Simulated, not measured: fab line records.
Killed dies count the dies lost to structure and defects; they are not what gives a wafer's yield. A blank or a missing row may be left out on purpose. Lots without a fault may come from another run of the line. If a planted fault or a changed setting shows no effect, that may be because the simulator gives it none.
fab line records	flow sky130
record lots=14	wafers=42	last_day=50
route steps=708 shown METAL3@569 METAL4@598 CAP2M@603 PAD_OPEN@708
lots untouched by any fault: they come from a run of this same line in which no faults occurred
start_h: hours from the record's first day to the start of the lot's first wafer shown	wait_h: how many hours have passed since the lot's step before this one	" same as the row above	L1.1+2: a single row standing in for several wafers	- no value, or no start was given	* or withheld: withheld	< > ~ a bound
route shown NAME@n: names a module that has steps shown in the file, with the first one's number in the route	usual: average and standard deviation across the fault-free wafers	same: alike in all rows	chamber/n: place in a boat	sites: each site's reading	_std_site: the values' standard deviation	_edge_site: outer sites' mean less inner sites'	radius_mm: how far each site lies from the wafer's centre	mask NAME#n: copy n	behind: the last tool/chamber to shape the wafer	hold: what put the lot on hold/how long, in hours/how the hold closed	device: which transistor (n, p or np) failed to switch	end of line: at the end of the route, the tests of the same wafers	for a step that has no rows: nothing shown but its recipe	killed: count of dies lost to structure and defects at first sort (not the wafer's yield)	map: shows each die of a wafer: x if killed, . if not, _ if none is there
set.NAME: the setting that was run; set.NAME@STEP: the one run at that earlier step	model.NAME: the simulator's own value behind a step, which no gauge read
steps of the route over a sample of lots; a table a step, a row a wafer
services: the hour from which a tool's chamber was out of use, counted from the record's first day as start_h (under 0 if before that day), plus the number of hours and why
## steps
# step SKY_METAL3_STRIP_19
# recipe chemistry=O2/N2	power_w=1400	pressure_mtorr=1500	platen_temp_c=withheld	o2_flow_sccm=3000	n2_flow_sccm=300	overash_fraction=0.5
# usual drypump_motor_current_A=5.8/0.45	oes_product_au=0.501/0.0064	strip_time_to_endpoint_s=6.49/0.096
lot.wafer	tool	chamber	start_h	wait_h	drypump_motor_current_A	oes_product_au	rf_hours_counter_h	strip_time_to_endpoint_s
L210.2	plasma_asher-01	1	901.58	0.1	5.5	0.505	104	6.50
L210.3	"	0	"	"	5.9	0.501	-	6.53
L210.4	"	1	"	"	5.5	0.498	-	6.48
L212.3	plasma_asher-03	0	911.27	0.1	5.8	0.496	-	6.31
L212.4	"	1	"	"	6.5	0.498	-	6.45
L212.6	"	1	"	"	6.5	0.490	-	6.28
L213.2	plasma_asher-01	1	956.09	0.1	5.5	0.498	110	6.44
L213.3	"	0	"	"	5.9	0.508	-	6.44
L213.6	"	0	"	"	5.9	0.501	-	6.42
L218.2	plasma_asher-03	0	961.39	0.1	5.8	0.492	20	6.38
L218.4	"	0	"	"	5.8	0.494	-	6.38
L218.5	"	1	"	"	6.5	0.488	-	6.41
L219.4	plasma_asher-02	0	992.99	0.1	5.0	0.504	-	6.46
L219.5	"	1	"	"	5.5	0.507	-	6.59
L219.6	"	0	"	"	5.0	0.500	-	6.47
L220.4	plasma_asher-03	1	993.34	0.1	6.5	0.504	-	6.50
L220.5	"	1	"	"	6.5	0.504	-	6.43
L220.6	"	0	"	"	5.8	0.501	-	6.41
L221.1	plasma_asher-03	1	995.90	0.1	6.5	0.493	24	6.43
L221.2	"	0	"	"	5.8	0.492	24	6.31
L221.6	"	1	"	"	6.5	0.495	-	6.32
L223.1	plasma_asher-02	0	996.81	0.1	5.0	0.517	91	6.63
L223.3	"	1	"	"	5.5	0.501	-	6.60
L223.5	"	1	"	"	5.5	0.507	-	6.49
L225.2	plasma_asher-01	0	998.85	0.1	5.9	0.508	114	6.73
L225.4	"	0	"	"	5.9	0.500	-	6.43
L225.6	"	1	"	"	5.5	0.507	-	6.67
L230.3	plasma_asher-03	0	1033.78	0.1	5.8	0.500	-	6.54
L230.4	"	1	"	"	6.5	0.500	-	6.50
L230.5	"	0	"	"	5.8	0.510	-	6.54
L229.2	plasma_asher-01	1	1037.69	0.1	5.5	0.506	118	6.51
L229.4	"	0	"	"	5.9	0.503	-	6.55
L229.6	"	0	"	"	5.9	0.498	-	6.48
L231.1	plasma_asher-02	1	1039.26	0.1	5.5	0.503	95	6.65
L231.2	"	0	"	"	5.0	0.504	95	6.49
L231.3	"	0	"	"	5.0	0.508	-	6.63
L232.1	plasma_asher-02	1	1050.01	0.1	5.5	0.516	96	6.55
L232.2	"	0	"	"	5.0	0.498	96	6.39
L232.5	"	1	"	"	5.5	0.495	-	6.37
L233.1	plasma_asher-02	1	1051.29	0.1	5.5	0.510	96	6.50
L233.3	"	0	"	"	5.0	0.498	-	6.44
L233.4	"	1	"	"	5.5	0.508	-	6.53
# step SKY_METAL4_SPUTTER_00
# recipe material=Ti	target_thk_nm=15	power_w=3000	time_s=10	chamber_pressure_pa=0.4
# usual throttle_valve_pct=29.8/0.89
lot.wafer	tool	chamber	start_h	wait_h	throttle_valve_pct
L210.2	pvd_sputter-01	-	928.32	0.1	29.1
L210.3	"	-	"	"	29.5
L210.4	"	-	"	"	30.9
L212.3	pvd_sputter-04	-	938.68	0.1	29.5
L212.4	"	-	"	"	31.5
L212.6	"	-	"	"	29.9
L213.2	pvd_sputter-04	-	982.43	0.2	29.6
L213.3	"	-	"	"	30.1
L213.6	"	-	"	"	29.7
L218.2	pvd_sputter-03	-	988.13	0.1	28.2
L218.4	"	-	"	"	29.6
L218.5	"	-	"	"	30.7
L219.4	pvd_sputter-01	-	1018.54	0.2	28.7
L219.5	"	-	"	"	29.8
L219.6	"	-	"	"	31.0
L220.4	pvd_sputter-01	-	1019.68	0.2	31.0
L220.5	"	-	"	"	29.0
L220.6	"	-	"	"	29.3
L221.1	pvd_sputter-03	-	1022.42	0.2	29.4
L221.2	"	-	"	"	28.9
L221.6	"	-	"	"	28.3
L223.1	pvd_sputter-04	-	1023.57	0.2	30.0
L223.3	"	-	"	"	29.5
L223.5	"	-	"	"	29.5
L225.2	pvd_sputter-04	-	1025.02	0.1	29.7
L225.4	"	-	"	"	30.1
L225.6	"	-	"	"	29.9
L230.3	pvd_sputter-01	-	1058.34	0.1	30.8
L230.4	"	-	"	"	30.0
L230.5	"	-	"	"	29.8
L229.2	pvd_sputter-01	-	1063.19	0.1	29.0
L229.4	"	-	"	"	28.7
L229.6	"	-	"	"	28.7
L231.1	pvd_sputter-03	-	1063.49	0.2	31.0
L231.2	"	-	"	"	29.0
L231.3	"	-	"	"	28.5
L232.1	pvd_sputter-01	-	1074.15	0.1	31.2
L232.2	"	-	"	"	29.0
L232.5	"	-	"	"	29.6
L233.1	pvd_sputter-01	-	1075.98	0.1	29.1
L233.3	"	-	"	"	30.8
L233.4	"	-	"	"	29.1
# step SKY_CAP2M_CVD_00
# recipe material=SiO2	target_thk_nm=15.5	temp_c=400	time_s=withheld	rf_w=450
# usual heater_power_outer_w=424/63	heater_power_w=707/82
lot.wafer	tool	chamber	start_h	wait_h	heater_power_outer_w	heater_power_w
L210.2	pecvd-02	1	928.48	0.0	308	509
L210.3	"	2	"	"	384	699
L210.4	"	0	"	"	544	817
L212.3	pecvd-02	0	938.83	0.0	511	786
L212.4	"	1	"	"	310	512
L212.6	"	2	"	"	365	687
L213.2	pecvd-02	0	982.58	0.0	511	772
L213.3	"	2	"	"	386	702
L213.6	"	1	"	"	380	609
L218.2	pecvd-04	1	988.29	0.0	403	670
L218.4	"	1	"	"	417	670
L218.5	"	2	"	"	344	613
L219.4	pecvd-03	0	1018.71	0.0	576	871
L219.5	"	2	"	"	445	728
L219.6	"	0	"	"	569	874
L220.4	pecvd-04	2	1019.85	0.0	401	707
L220.5	"	0	"	"	438	753
L220.6	"	1	"	"	433	691
L221.1	pecvd-03	2	1022.58	0.0	-	-
L221.2	"	0	"	"	-	-
L221.6	"	2	"	"	-	-
L223.1	pecvd-02	1	1023.73	0.0	-	-
L223.3	"	0	"	"	-	-
L223.5	"	1	"	"	-	-
L225.2	pecvd-03	0	1025.18	0.0	-	-
L225.4	"	0	"	"	-	-
L225.6	"	2	"	"	-	-
L230.3	pecvd-03	0	1058.49	0.0	521	798
L230.4	"	2	"	"	469	754
L230.5	"	1	"	"	358	657
L229.2	pecvd-02	1	1063.34	0.0	303	521
L229.4	"	0	"	"	475	767
L229.6	"	1	"	"	297	512
L231.1	pecvd-04	1	1063.65	0.0	398	675
L231.2	"	0	"	"	479	831
L231.3	"	2	"	"	449	758
L232.1	pecvd-02	2	1074.31	0.0	345	640
L232.2	"	0	"	"	489	759
L232.5	"	0	"	"	484	743
L233.1	pecvd-04	1	1076.14	0.0	375	626
L233.3	"	2	"	"	389	682
L233.4	"	1	"	"	369	615
# step SKY_CAP2M_OVL_MEAS_12
# usual CAP2M_OVL=0.0/1.4
lot.wafer	tool	chamber	start_h	wait_h	CAP2M_OVL[nm]
L210.2	overlay-01	-	952.68	0.1	0.2
L210.3	"	-	"	"	1.9
L210.4	"	-	"	"	2.8
L212.3	overlay-02	-	962.42	0.1	0.3
L212.4	"	-	"	"	0.6
L212.6	"	-	"	"	-0.1
L213.2	overlay-02	-	1005.96	0.1	0.4
L213.3	"	-	"	"	0.6
L213.6	"	-	"	"	0.2
L218.2	overlay-02	-	1011.73	0.1	0.6
L218.4	"	-	"	"	-0.4
L218.5	"	-	"	"	2.4
L219.4	overlay-01	-	1042.18	0.1	2.8
L219.5	"	-	"	"	0.6
L219.6	"	-	"	"	0.1
L220.4	overlay-01	-	1042.93	0.1	0.4
L220.5	"	-	"	"	-0.4
L220.6	"	-	"	"	-0.2
L230.3	overlay-01	-	1079.57	0.1	-2.1
L230.4	"	-	"	"	-1.9
L230.5	"	-	"	"	-0.6
L229.2	overlay-01	-	1084.86	0.1	1.6
L229.4	"	-	"	"	1.5
L229.6	"	-	"	"	0.5
L231.1	overlay-02	-	1085.08	0.1	-1.0
L231.2	"	-	"	"	-0.5
L231.3	"	-	"	"	0.4
L232.1	overlay-01	-	1094.41	0.1	-0.2
L232.2	"	-	"	"	-1.7
L232.5	"	-	"	"	-1.0
L233.1	overlay-01	-	1096.23	0.1	-1.3
L233.3	"	-	"	"	0.5
L233.4	"	-	"	"	-3.6
# step SKY_PAD_OPEN_PROBE_99
# usual defect_limited_yield=82.8/1.9	killed_at_M0_to_M3=43/7.5	killed_at_M4_up=2.8/1.8	killed_at_contacts=24/5.3	killed_at_front_end=14/4.2	killed_at_other=0.3/0.54	killed_dies=84/9.4	killed_open=46/7.1	killed_short=38/6.6	sort_bin_3_pad_short=0.8/0.42	sort_bin_5_function=10.1/1.4	sort_bin_6_memory=6.2/1.1	sort_n_pass=408/9.4	sort_yield_pct=82.8/1.9
# same gross_dies=492	killed_at_back_side=0	sort_bin_4_leakage[%]=0	sort_bin_8_speed[%]=0
lot.wafer	tool	chamber	start_h	wait_h	defect_limited_yield[%]	killed_at_M0_to_M3	killed_at_M4_up	killed_at_contacts	killed_at_front_end	killed_at_other	killed_dies	killed_open	killed_short	sort_bin_3_pad_short[%]	sort_bin_5_function[%]	sort_bin_6_memory[%]	sort_n_pass	sort_yield_pct[%]
L210.2	prober-01	-	1072.43	0.1	82.7	46	4	17	18	0	85	48	36	1.2	10.8	5.3	407	82.7
L210.3	prober-01	-	1072.48	0.2	83.7	40	2	24	14	0	80	44	36	0.4	10.4	5.5	412	83.7
L210.4	prober-01	-	1072.53	0.2	84.6	42	3	17	14	0	76	40	36	0.6	9.3	5.5	416	84.6
L212.3	prober-01	-	1082.36	0.2	83.9	41	0	22	14	2	79	51	26	0.6	10.8	4.7	413	83.9
L212.4	prober-01	-	1082.41	0.2	81.1	50	5	22	15	1	93	59	34	0.6	11.2	7.1	399	81.1
L212.6	prober-01	-	1082.51	0.2	81.1	48	1	25	19	0	93	54	39	0.8	10.0	8.1	399	81.1
L213.2	prober-02	-	1120.51	0.1	83.1	47	3	18	15	0	83	48	35	0.2	12.4	4.3	409	83.1
L213.3	prober-02	-	1120.56	0.2	85.8	33	0	19	18	0	70	41	29	0.2	8.7	5.3	422	85.8
L213.6	prober-02	-	1120.71	0.2	80.5	54	5	23	14	0	96	56	40	0.4	9.8	9.3	396	80.5
L218.2	prober-01	-	1126.39	0.1	81.1	45	2	30	16	0	93	52	40	0.6	11.2	7.1	399	81.1
L218.4	prober-01	-	1126.49	0.2	82.3	44	3	19	21	0	87	40	46	0.8	10.8	6.1	405	82.3
L218.5	prober-01	-	1126.54	0.2	82.7	39	1	33	10	2	85	45	39	0.4	9.6	7.3	407	82.7
L219.4	prober-02	-	1152.48	0.2	81.1	54	1	21	16	1	93	43	48	1.2	11.6	6.1	399	81.1
L219.5	prober-02	-	1152.53	0.2	81.9	40	3	30	15	1	89	47	41	0.6	10.2	7.3	403	81.9
L219.6	prober-02	-	1152.58	0.2	82.5	48	2	21	14	1	86	45	38	0.6	9.6	7.3	406	82.5
L220.4	prober-01	-	1152.91	0.2	83.5	42	0	29	10	0	81	52	29	1.4	9.1	5.9	411	83.5
L220.5	prober-01	-	1152.96	0.2	82.7	50	2	12	21	0	85	42	43	1.0	10.6	5.7	407	82.7
L220.6	prober-01	-	1153.01	0.2	82.5	46	1	24	15	0	86	42	44	1.4	9.8	6.3	406	82.5
L230.3	prober-02	-	1181.03	0.2	83.5	28	2	36	15	0	81	44	37	0.6	9.1	6.7	411	83.5
L230.4	prober-02	-	1181.08	0.2	83.1	41	2	27	13	0	83	49	34	0.6	8.9	7.3	409	83.1
L230.5	prober-02	-	1181.13	0.2	80.3	50	5	28	14	0	97	49	45	0.6	11.8	7.3	395	80.3
L229.2	prober-01	-	1182.48	0.1	84.1	47	2	19	10	0	78	37	41	0.4	10.0	5.5	414	84.1
L229.4	prober-01	-	1182.58	0.2	82.5	43	3	22	17	1	86	46	39	1.6	9.8	6.1	406	82.5
L229.6	prober-01	-	1182.68	0.2	83.9	35	4	18	22	0	79	40	39	0.6	8.3	7.1	413	83.9
L231.1	prober-02	-	1184.68	0.1	83.9	29	7	25	17	1	79	43	35	0.6	8.9	6.5	413	83.9
L231.2	prober-02	-	1184.73	0.1	86.6	27	0	20	18	1	66	34	32	0.2	7.3	5.9	426	86.6
L231.3	prober-02	-	1184.78	0.2	84.8	33	7	21	14	0	75	38	36	0.6	8.5	6.1	417	84.8
L232.1	prober-01	-	1192.31	0.1	80.7	47	4	26	17	1	95	57	38	1.2	11.0	7.1	397	80.7
L232.2	prober-01	-	1192.36	0.1	81.7	54	5	21	10	0	90	52	38	1.2	9.1	7.9	402	81.7
L232.5	prober-01	-	1192.51	0.2	81.1	50	4	27	12	0	93	51	42	1.0	10.4	7.5	399	81.1
L233.1	prober-01	-	1194.22	0.1	81.7	44	4	27	15	0	90	50	38	0.8	10.0	7.5	402	81.7
L233.3	prober-01	-	1194.32	0.2	82.3	51	3	21	11	1	87	58	29	0.2	11.2	6.3	405	82.3
L233.4	prober-01	-	1194.37	0.2	87.6	33	4	16	8	0	61	34	27	0.6	8.1	3.7	431	87.6
# killed by level:class
L210.2 VIA1:geometric_particle:open=12 VIA3:geometric_particle:open=7 CONTACT:geometric_particle:open=6 VIA2:geometric_particle:open=6 METAL1:geometric_particle:short=5 POLY_GATE:geometric_particle:open=4 LI_CONTACT:geometric_particle:open=4 VIA1:geometric_particle:short=4
L210.3 CONTACT:geometric_particle:open=9 VIA1:geometric_particle:open=9 POLY_GATE:geometric_particle:short=7 LI_CONTACT:geometric_particle:open=7 VIA2:geometric_particle:open=6 VIA1:geometric_particle:short=6 CONTACT:geometric_particle:short=5 METAL2:geometric_particle:short=4
L210.4 VIA1:geometric_particle:open=8 VIA3:geometric_particle:open=8 LI_CONTACT:geometric_particle:open=6 VIA2:geometric_particle:open=6 METAL1:geometric_particle:short=5 METAL2:geometric_particle:short=5 FIELD_ISO:geometric_particle:open=4 LOCAL_INTERCONNECT:geometric_particle:short=4
L212.3 VIA1:geometric_particle:open=17 CONTACT:geometric_particle:open=11 POLY_GATE:geometric_particle:open=6 VIA1:geometric_particle:short=5 LI_CONTACT:geometric_particle:open=5 VIA2:geometric_particle:open=5 FIELD_ISO:geometric_particle:open=4 LOCAL_INTERCONNECT:geometric_particle:short=3
L212.4 VIA1:geometric_particle:open=14 VIA3:geometric_particle:open=11 CONTACT:geometric_particle:open=10 VIA2:geometric_particle:open=8 LI_CONTACT:geometric_particle:open=6 VIA2:geometric_particle:short=5 METAL4:geometric_particle:short=5 POLY_GATE:geometric_particle:short=4
L212.6 VIA1:geometric_particle:open=13 LI_CONTACT:geometric_particle:open=10 VIA1:geometric_particle:short=8 VIA3:geometric_particle:open=7 CONTACT:geometric_particle:open=7 METAL1:geometric_particle:short=7 VIA2:geometric_particle:open=5 FIELD_ISO:geometric_particle:open=4
L213.2 VIA1:geometric_particle:open=15 CONTACT:geometric_particle:open=9 VIA1:geometric_particle:short=7 FIELD_ISO:geometric_particle:open=5 VIA2:geometric_particle:short=5 VIA3:geometric_particle:open=5 LI_CONTACT:geometric_particle:open=4 METAL2:geometric_particle:short=4
L213.3 VIA1:geometric_particle:open=9 FIELD_ISO:geometric_particle:open=7 LI_CONTACT:geometric_particle:open=7 CONTACT:geometric_particle:short=6 VIA2:geometric_particle:open=5 METAL2:geometric_particle:short=5 POLY_GATE:geometric_particle:open=4 METAL1:geometric_particle:short=4
L213.6 VIA1:geometric_particle:open=13 CONTACT:geometric_particle:open=10 LI_CONTACT:geometric_particle:open=8 VIA2:geometric_particle:open=8 METAL1:geometric_particle:short=8 VIA1:geometric_particle:short=5 VIA2:geometric_particle:short=5 VIA3:geometric_particle:open=5
L218.2 CONTACT:geometric_particle:open=13 VIA1:geometric_particle:open=13 LI_CONTACT:geometric_particle:open=8 VIA1:geometric_particle:short=6 METAL1:geometric_particle:short=5 VIA2:geometric_particle:short=5 POLY_GATE:geometric_particle:open=4 POLY_GATE:geometric_particle:short=4
L218.4 VIA1:geometric_particle:open=10 CONTACT:geometric_particle:open=7 VIA2:geometric_particle:open=7 METAL1:geometric_particle:short=6 FIELD_ISO:geometric_particle:open=5 VIA1:geometric_particle:short=5 VIA2:geometric_particle:short=5 FIELD_ISO:geometric_particle:short=4
L218.5 LI_CONTACT:geometric_particle:open=11 CONTACT:geometric_particle:open=10 METAL1:geometric_particle:short=10 VIA1:geometric_particle:open=9 LOCAL_INTERCONNECT:geometric_particle:short=6 VIA2:geometric_particle:open=6 METAL2:geometric_particle:short=5 CONTACT:geometric_particle:short=4
L219.4 VIA1:geometric_particle:open=11 VIA2:geometric_particle:open=8 VIA3:geometric_particle:open=8 CONTACT:geometric_particle:open=7 POLY_GATE:geometric_particle:short=6 LOCAL_INTERCONNECT:geometric_particle:short=6 VIA1:geometric_particle:short=6 METAL1:geometric_particle:short=6
L219.5 LI_CONTACT:geometric_particle:open=9 CONTACT:geometric_particle:open=8 CONTACT:geometric_particle:short=7 VIA1:geometric_particle:open=7 METAL2:geometric_particle:short=7 METAL1:geometric_particle:short=5 VIA2:geometric_particle:open=5 FIELD_ISO:geometric_particle:short=4
L219.6 CONTACT:geometric_particle:open=9 METAL1:geometric_particle:short=9 VIA1:geometric_particle:open=9 VIA2:geometric_particle:open=8 METAL2:geometric_particle:short=5 VIA3:geometric_particle:open=5 FIELD_ISO:geometric_particle:short=4 VIA3:geometric_particle:short=4
L220.4 CONTACT:geometric_particle:open=14 LI_CONTACT:geometric_particle:open=9 VIA2:geometric_particle:open=8 VIA1:geometric_particle:open=8 METAL1:geometric_particle:short=6 POLY_GATE:geometric_particle:short=5 VIA1:geometric_particle:short=5 POLY_GATE:geometric_particle:open=4
L220.5 VIA1:geometric_particle:open=13 VIA3:geometric_particle:open=8 CONTACT:geometric_particle:short=7 VIA2:geometric_particle:open=7 POLY_GATE:geometric_particle:short=6 VIA3:geometric_particle:short=6 FIELD_ISO:geometric_particle:short=5 FIELD_ISO:geometric_particle:open=4
L220.6 VIA1:geometric_particle:open=13 VIA1:geometric_particle:short=10 LI_CONTACT:geometric_particle:open=7 CONTACT:geometric_particle:open=7 POLY_GATE:geometric_particle:short=6 FIELD_ISO:geometric_particle:short=5 METAL1:geometric_particle:short=5 CONTACT:geometric_particle:short=4
L230.3 CONTACT:geometric_particle:open=11 LI_CONTACT:geometric_particle:open=9 LI_CONTACT:geometric_particle:short=8 FIELD_ISO:geometric_particle:short=6 VIA1:geometric_particle:open=6 VIA3:geometric_particle:open=6 FIELD_ISO:geometric_particle:open=4 METAL1:geometric_particle:short=4
L230.4 VIA3:geometric_particle:open=11 METAL2:geometric_particle:short=9 LI_CONTACT:geometric_particle:open=9 CONTACT:geometric_particle:open=9 FIELD_ISO:geometric_particle:open=7 VIA2:geometric_particle:open=5 FIELD_ISO:geometric_particle:short=4 LOCAL_INTERCONNECT:geometric_particle:short=3
L230.5 LI_CONTACT:geometric_particle:open=12 VIA1:geometric_particle:open=12 VIA3:geometric_particle:open=9 METAL2:geometric_particle:short=8 FIELD_ISO:geometric_particle:short=7 VIA2:geometric_particle:open=5 METAL4:geometric_particle:short=5 FIELD_ISO:geometric_particle:open=4
L229.2 VIA1:geometric_particle:short=8 LI_CONTACT:geometric_particle:open=6 CONTACT:geometric_particle:open=6 VIA2:geometric_particle:open=6 CONTACT:geometric_particle:short=5 METAL1:geometric_particle:short=5 VIA1:geometric_particle:open=5 METAL2:geometric_particle:short=5
L229.4 VIA1:geometric_particle:open=12 CONTACT:geometric_particle:open=9 POLY_GATE:geometric_particle:open=7 VIA1:geometric_particle:short=6 CONTACT:geometric_particle:short=5 FIELD_ISO:geometric_particle:short=4 VIA2:geometric_particle:open=4 LI_CONTACT:geometric_particle:open=4
L229.6 VIA1:geometric_particle:open=12 LI_CONTACT:geometric_particle:open=7 FIELD_ISO:geometric_particle:short=6 CONTACT:geometric_particle:open=5 VIA1:geometric_particle:short=4 VIA3:geometric_particle:open=4 METAL1:geometric_particle:short=3 SPACER:geometric_particle:short=3
L231.1 LI_CONTACT:geometric_particle:open=11 CONTACT:geometric_particle:open=7 VIA1:geometric_particle:open=6 CONTACT:geometric_particle:short=5 METAL2:geometric_particle:short=5 FIELD_ISO:geometric_particle:open=4 POLY_GATE:geometric_particle:short=4 VIA1:geometric_particle:short=4
L231.2 CONTACT:geometric_particle:open=7 LI_CONTACT:geometric_particle:open=6 FIELD_ISO:geometric_particle:short=5 VIA1:geometric_particle:open=5 METAL1:geometric_particle:short=5 POLY_GATE:geometric_particle:open=4 CONTACT:geometric_particle:short=4 METAL2:geometric_particle:short=4
L231.3 VIA3:geometric_particle:open=8 CONTACT:geometric_particle:open=7 METAL2:geometric_particle:short=5 METAL1:geometric_particle:short=5 METAL3:geometric_particle:short=5 CONTACT:geometric_particle:short=4 FIELD_ISO:geometric_particle:short=3 POLY_GATE:geometric_particle:open=3
L232.1 VIA1:geometric_particle:open=17 CONTACT:geometric_particle:open=10 CONTACT:geometric_particle:short=7 VIA2:geometric_particle:open=7 FIELD_ISO:geometric_particle:open=6 VIA3:geometric_particle:open=6 LOCAL_INTERCONNECT:geometric_particle:short=4 METAL2:geometric_particle:short=4
L232.2 VIA1:geometric_particle:open=16 LI_CONTACT:geometric_particle:open=7 METAL2:geometric_particle:short=6 VIA3:geometric_particle:open=6 METAL1:geometric_particle:short=5 VIA1:geometric_particle:short=5 VIA2:geometric_particle:open=5 FIELD_ISO:geometric_particle:open=4
L232.5 VIA1:geometric_particle:open=15 LI_CONTACT:geometric_particle:open=9 CONTACT:geometric_particle:open=7 LOCAL_INTERCONNECT:geometric_particle:short=5 METAL2:geometric_particle:short=5 VIA3:geometric_particle:short=5 VIA3:geometric_particle:open=5 FIELD_ISO:geometric_particle:short=4
L233.1 CONTACT:geometric_particle:open=8 LI_CONTACT:geometric_particle:open=8 VIA2:geometric_particle:open=8 VIA3:geometric_particle:open=8 METAL1:geometric_particle:short=7 CONTACT:geometric_particle:short=6 VIA1:geometric_particle:open=6 FIELD_ISO:geometric_particle:short=5
L233.3 VIA1:geometric_particle:open=17 VIA2:geometric_particle:open=10 VIA3:geometric_particle:open=9 LI_CONTACT:geometric_particle:open=8 CONTACT:geometric_particle:open=7 METAL2:geometric_particle:short=6 CONTACT:geometric_particle:short=4 VIA2:geometric_particle:short=4
L233.4 VIA1:geometric_particle:open=8 LI_CONTACT:geometric_particle:open=7 METAL1:geometric_particle:short=6 CONTACT:geometric_particle:open=5 VIA1:geometric_particle:short=4 VIA2:geometric_particle:open=4 VIA3:geometric_particle:open=4 POLY_GATE:geometric_particle:open=3
## services
tool	chamber	start_h	hours	kind
pecvd-04	-	879.60	5.5	pm
pecvd-02	0	893.62	5.5	scheduled_down
pvd_sputter-04	-	905.06	6.7	repair
pvd_sputter-03	-	912.29	8.0	repair
pecvd-03	-	917.04	0.8	pm
pecvd-02	0	919.59	2.1	scheduled_down
pvd_sputter-04	-	940.99	1.1	repair
pecvd-02	1	964.54	6.5	repair
pecvd-03	-	965.23	1.0	repair
pvd_sputter-01	-	966.11	4.5	repair
pecvd-02	1	972.13	5.5	scheduled_down
pvd_sputter-04	-	972.43	3.3	repair
plasma_asher-01	-	974.02	2.8	pm
pecvd-04	-	988.90	4.3	pm
pecvd-02	1	992.99	2.9	repair
pvd_sputter-01	-	1003.80	1.2	repair
pecvd-04	-	1023.35	14.6	pm
pecvd-03	-	1028.69	12.9	repair
pvd_sputter-03	-	1031.46	3.3	repair
pecvd-02	2	1032.34	2.1	scheduled_down
pecvd-03	0	1044.28	2.7	repair
plasma_asher-01	-	1055.25	9.0	pm
plasma_asher-01	-	1057.84	0.8	repair
pvd_sputter-04	-	1071.87	23.0	repair
## key
first_sign step=SKY_CAP2M_CVD_00	reading=tool_record	direction=missing
effect none on later readings
met_at SKY_CAP2M_CVD_00
struck_lots L221,L223,L225
scrapped_behind SKY_CAP2M_THK_MEAS_01 L221.1,L221.2,L221.6,L223.1,L223.3,L223.5,L225.2,L225.4,L225.6
not_acting_at SKY_METAL3_STRIP_19,SKY_METAL4_SPUTTER_00,SKY_CAP2M_OVL_MEAS_12
onset_between 1018.71 1022.58
fault kind=skipped_step_whole	tool=pecvd-02,pecvd-03	chamber=-	onset_h=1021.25	steps=SKY_CAP2M_CVD_00	scope=struck_lots_only
